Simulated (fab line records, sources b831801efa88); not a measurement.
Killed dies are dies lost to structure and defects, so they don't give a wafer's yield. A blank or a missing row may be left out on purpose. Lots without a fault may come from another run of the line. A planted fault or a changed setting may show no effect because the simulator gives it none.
Which tool did it? | flow gf180mcu | 11 lots, 33 wafers sampled, at 6 steps of a route of 602

WHAT THE GAUGES READ, wafer by wafer
GF_CONTACT_THK_MEAS_03. Usual: CONTACT_CVD_02_THK 858 nm, standard deviation 10.
lot  | measured     | on            | CONTACT_CVD_02_THK (nm) | flag
L969 | day 15 17:31 | film_metro-01 | 856 855 847             |
L970 | day 15 21:59 | film_metro-03 | 843 858 868             |
L971 | day 16 10:11 | film_metro-04 | 853 885 877             |
L972 | day 17 00:11 | film_metro-04 | 844 845 856             |
L974 | day 17 15:53 | film_metro-03 | 855 864 865             |
L975 | day 18 03:46 | film_metro-03 | 872 860 875             |
L976 | day 18 03:59 | film_metro-03 | 852 855 852             |
L979 | day 19 15:34 | film_metro-03 | 856 857 861             |
L980 | day 19 18:59 | film_metro-03 | 868 859 856             |
L989 | day 22 15:59 | film_metro-03 | 872 863 877             |
L991 | day 23 15:05 | film_metro-04 | 835 855 866             |

GF_M1_RS_MEAS_05: measures by four-point-probe. Usual: M1_ALCU_RS 0.0699 ohm/sq, standard deviation 0.00078.
lot  | measured     | on            | M1_ALCU_RS (ohm/sq)                       | flag
L969 | day 16 17:49 | film_metro-03 | 0.0713 0.0711 0.0708                      |
L970 | day 16 22:52 | film_metro-04 | 0.0694 0.0693 0.0693                      |
L971 | day 17 10:59 | film_metro-04 | 0.0697 0.0696 0.0701                      |
L972 | day 18 01:47 | film_metro-04 | 0.0707 0.0710 0.0714                      |
L974 | day 18 17:06 | film_metro-03 | 0.0701 0.0692 0.0700                      |
L975 | day 19 04:44 | film_metro-02 | 0.0700 0.0711 0.0706                      |
L976 | day 19 05:13 | film_metro-03 | 0.0694 0.0695 0.0696                      |
L979 | day 20 17:52 | film_metro-04 | 0.0697 0.0692 0.0698                      |
L980 | day 20 21:26 | film_metro-02 | 0.0722 0.0714 0.0709                      |
L989 | day 23 17:29 | film_metro-02 | 0.0688 0.0693 0.0692 0.0688 0.0693 0.0691 |
L991 | day 24 15:11 | film_metro-02 | 0.0701 0.0700 0.0699                      |

GF_M1_THK_MEAS_06: measures by xrf. Usual: M1_ALCU_THK 447 nm, standard deviation 5.3.
lot  | measured     | on            | M1_ALCU_THK (nm)        | flag
L969 | day 16 17:56 | film_metro-03 | 439 439 444             |
L970 | day 16 22:59 | film_metro-04 | 452 451 453             |
L971 | day 17 11:05 | film_metro-04 | 453 451 447             |
L972 | day 18 01:53 | film_metro-04 | 441 438 434             |
L974 | day 18 17:13 | film_metro-03 | 443 450 443             |
L975 | day 19 04:51 | film_metro-02 | 448 439 442             |
L976 | day 19 05:20 | film_metro-03 | 450 450 446             |
L979 | day 20 17:59 | film_metro-04 | 448 449 445             |
L980 | day 20 21:31 | film_metro-02 | 429 437 438             |
L989 | day 23 19:25 | film_metro-02 | 425 448 424 425 452 425 |
L991 | day 24 15:19 | film_metro-02 | 442 444 446             |

GF_M1_CD_MEAS_14: target cd 230 nm. Usual: cd_nm 230.1 nm, standard deviation 1.2.
lot  | measured     | on        | cd_nm (nm)        | flag
L969 | day 17 16:35 | cd_sem-02 | 231.5 231.8 232.0 |
L970 | day 17 22:14 | cd_sem-02 | 229.5 230.1 231.2 |
L971 | day 18 10:07 | cd_sem-01 | 229.2 229.3 229.6 |
L972 | day 19 01:24 | cd_sem-02 | 229.5 229.9 229.0 |
L974 | day 19 22:34 | cd_sem-01 | 229.4 228.3 228.3 |
L975 | day 20 05:34 | cd_sem-02 | 231.1 232.1 232.7 |
L976 | day 20 05:44 | cd_sem-01 | 229.6 230.7 228.7 |
L979 | day 21 16:56 | cd_sem-02 | 229.1 229.9 229.3 |
L980 | day 21 20:56 | cd_sem-01 | 228.7 229.8 229.1 |
L989 | day 24 15:52 | cd_sem-02 | 230.8 231.3 230.8 |
L991 | day 25 13:23 | cd_sem-01 | 231.8 231.3 232.1 |

WHICH TOOL RAN EACH LOT (tool, then ch and the chambers of the sampled wafers, then the start)
lot  | GF_CONTACT_CMP_27             | GF_M1_SPUTTER_04
L969 | cmp-02 ch 0,2, day 16 17:21   | pvd_sputter-03, day 16 17:47
L970 | cmp-02 ch 0,3, day 16 22:20   | pvd_sputter-03, day 16 22:49
L971 | cmp-01 ch 0,2,3, day 17 10:35 | pvd_sputter-03, day 17 10:55
L972 | cmp-01 ch 0,1,2, day 18 01:17 | pvd_sputter-03, day 18 01:43
L974 | cmp-02 ch 0,2, day 18 16:35   | pvd_sputter-01, day 18 17:04
L975 | cmp-02 ch 1,2,3, day 19 04:13 | pvd_sputter-03, day 19 04:41
L976 | cmp-01 ch 0,1,3, day 19 04:45 | pvd_sputter-04, day 19 05:11
L979 | cmp-01 ch 1,2,3, day 20 17:21 | pvd_sputter-04, day 20 17:50
L980 | cmp-02 ch 2,3, day 20 20:51   | pvd_sputter-03, day 20 21:20
L989 | cmp-01 ch 1,2,3, day 23 17:04 | pvd_sputter-04, day 23 17:27
L991 | cmp-02 ch 0,1,2, day 24 14:40 | pvd_sputter-01, day 24 15:09
- GF_CONTACT_CMP_27: polishes, stops on SiO2, t overpolish 15 s, target thk 0 nm.
- GF_M1_SPUTTER_04: material TiN, target thk 50 nm, time 41.7 s.

WHAT THE TOOLS THEMSELVES READ (means of the sampled wafers that have a number; where no wafer has one, the mark that the record gives instead)
GF_CONTACT_CMP_27. Usual: motor_current_A 11.0 A, standard deviation 0.89; overpolish_run_s 15.001 s, standard deviation 0.0093; time_to_endpoint_s 72.3 s, standard deviation 2.6.
lot  | tool   | motor_current_A (A) | overpolish_run_s (s) | time_to_endpoint_s (s) | flag
L969 | cmp-02 | 10.3                | 15.000               | 72.9                   |
L970 | cmp-02 | 10.4                | 15.002               | 71.3                   |
L971 | cmp-01 | 11.7                | 14.991               | 71.4                   |
L972 | cmp-01 | 11.8                | 14.998               | 76.3                   |
L974 | cmp-02 | 10.7                | 15.002               | 71.4                   |
L975 | cmp-02 | 10.5                | 14.991               | 71.8                   |
L976 | cmp-01 | 12.1                | 15.011               | 73.5                   |
L979 | cmp-01 | 11.5                | 15.004               | 69.6                   |
L980 | cmp-02 | 11.0                | 15.001               | 76.7                   |
L989 | cmp-01 | 11.5                | 14.992               | 75.6                   |
L991 | cmp-02 | 9.8                 | 15.004               | 72.4                   |

GF_M1_SPUTTER_04. Usual: cathode_dc_power_W 6500.0 W, standard deviation 1.2; throttle_valve_pct 30.2 %, standard deviation 1.1.
lot  | tool           | cathode_dc_power_W (W) | throttle_valve_pct (%) | flag
L969 | pvd_sputter-03 | 6499.7                 | 30.0                   |
L970 | pvd_sputter-03 | 6500.1                 | 30.0                   |
L971 | pvd_sputter-03 | 6500.1                 | 29.8                   |
L972 | pvd_sputter-03 | 6500.4                 | 30.0                   |
L974 | pvd_sputter-01 | 6499.2                 | 30.4                   |
L975 | pvd_sputter-03 | 6500.4                 | 30.1                   |
L976 | pvd_sputter-04 | 6500.6                 | 30.7                   |
L979 | pvd_sputter-04 | 6501.1                 | 31.5                   |
L980 | pvd_sputter-03 | 6499.3                 | 30.2                   |
L989 | pvd_sputter-04 | 9083.7                 | 31.0                   | OFF
L991 | pvd_sputter-01 | 6499.7                 | 30.4                   |

THE ANSWER, worked out from the rows above alone
Rule: a lot is off if the mean of its wafers that have a number lies more than 3 standard deviations from the usual mean. A lot without any number at a reading at which 4 lots or more have one is off too. The other lots that the step has rows for count as sound. The gauges are gone through in route order, then the tools' own readings, and for those a lot's mean is taken as printed above. The first step at which some lot is off is used, and at that step the reading that is off furthest; a lot without a number counts as furthest.
Off: L989, at GF_M1_SPUTTER_04 (cathode_dc_power_W).
A tool fits if, at that step or a process step before it, it ran every lot that is off, and no sound lot after the first of them. Can't be told from this: 2 tools fit, cmp-01 at GF_CONTACT_CMP_27, pvd_sputter-04 at GF_M1_SPUTTER_04.

WHAT THE SIMULATOR HAD PUT IN
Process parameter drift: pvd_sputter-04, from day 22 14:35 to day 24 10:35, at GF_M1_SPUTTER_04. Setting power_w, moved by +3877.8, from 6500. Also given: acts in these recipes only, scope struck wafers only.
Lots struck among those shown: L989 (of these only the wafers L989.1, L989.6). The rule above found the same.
